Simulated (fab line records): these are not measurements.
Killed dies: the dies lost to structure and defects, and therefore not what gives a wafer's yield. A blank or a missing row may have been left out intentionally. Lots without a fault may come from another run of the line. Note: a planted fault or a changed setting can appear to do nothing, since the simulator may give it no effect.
A single fault, viewed from 2 desks / flow sfq-line / each desk holds nothing but its own numbers, with what lay behind them at the end

AT THE TOOL OWNER'S DESK: rie-metal-03
The tool's own readings at SFQ_TRILAYER_M0_BARC_OPEN_METAL_ETCH_031 (etches BARC in O2, target depth 125 nm, time 41.7 s): means of the sampled wafers that have a number, for each lot that ran on this tool. The brackets show how far a lot's mean lies from the usual mean; more than 4 standard deviations puts the lot out of limits, marked OUT.
Columns: A = chamber-pressure-mTorr at SFQ_TRILAYER_M0_BARC_OPEN_METAL_ETCH_031, usual 10.001 mTorr; B = drypump-motor-current-A at SFQ_TRILAYER_M0_BARC_OPEN_METAL_ETCH_031, usual 5.6 A; C = oes-product-au at SFQ_TRILAYER_M0_BARC_OPEN_METAL_ETCH_031, usual 0.684 a.u.; D = run-length-s at SFQ_TRILAYER_M0_BARC_OPEN_METAL_ETCH_031, usual 70.00 s
lot=L625; first seen here=day 11 19:29; A=10.000; B=5.5; C=0.685; D=69.86
lot=L633; first seen here=day 15 10:01; A=10.003; B=5.7; C=0.686; D=69.87
lot=L638; first seen here=day 17 08:39; A=10.001; B=5.6; C=0.654 (-6.3) OUT; D=75.51 (+19) OUT
lot=L640; first seen here=day 17 17:02; A=9.995; B=5.7; C=0.599 (-18) OUT; D=86.15 (+56) OUT
This desk finds L638, L640 out of limits, L638 being first, at day 17 08:39 (oes-product-au at SFQ_TRILAYER_M0_BARC_OPEN_METAL_ETCH_031). In limits: L625, L633.

THE METROLOGY DESK
Means of the sampled wafers that have a number, per lot and without regard to the tool the lot ran on: this is what the gauges read. The brackets show how far a lot's mean lies from the usual mean; more than 4 standard deviations puts the lot out of limits, marked OUT.
Columns: A = M0_NB_RS at SFQ_M0_RS_MEAS_904, usual 0.892 ohm/sq; B = M0_OVL at SFQ_M0_OVL_MEAS_906, usual 2 nm
lot=L625; first seen here=day 7 12:49; A=0.902; B=-2
lot=L633; first seen here=day 10 14:28; A=0.897; B=-4
lot=L638; first seen here=day 11 22:56; A=0.888; B=6
lot=L640; first seen here=day 12 07:17; A=0.885; B=4
lot=L644; first seen here=day 13 13:17; A=0.889; B=-9
lot=L646; first seen here=day 14 14:35; A=0.888; B=-1
Finding of this desk: none of the 6 lots has anything out of limits.

TAKEN TOGETHER
The tool owner's desk had the chance to raise an alarm at day 17 08:39 on L638, L640.
Nothing out of limits was seen by the metrology desk.
The metrology desk holds a record of L638, L640, inside its limits.
SFQ_TRILAYER_M0_BARC_OPEN_METAL_ETCH_031 was run on rie-metal-03 by each of the lots named.

WHAT THE SIMULATOR HAD INSERTED
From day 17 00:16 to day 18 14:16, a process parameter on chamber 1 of rie-metal-03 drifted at SFQ_TRILAYER_M0_BARC_OPEN_METAL_ETCH_031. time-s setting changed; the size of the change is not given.
Shown lots that were struck: L638, L640.
Each desk's first reading out of limits, in hours after the fault started: the tool owner's desk, 8.
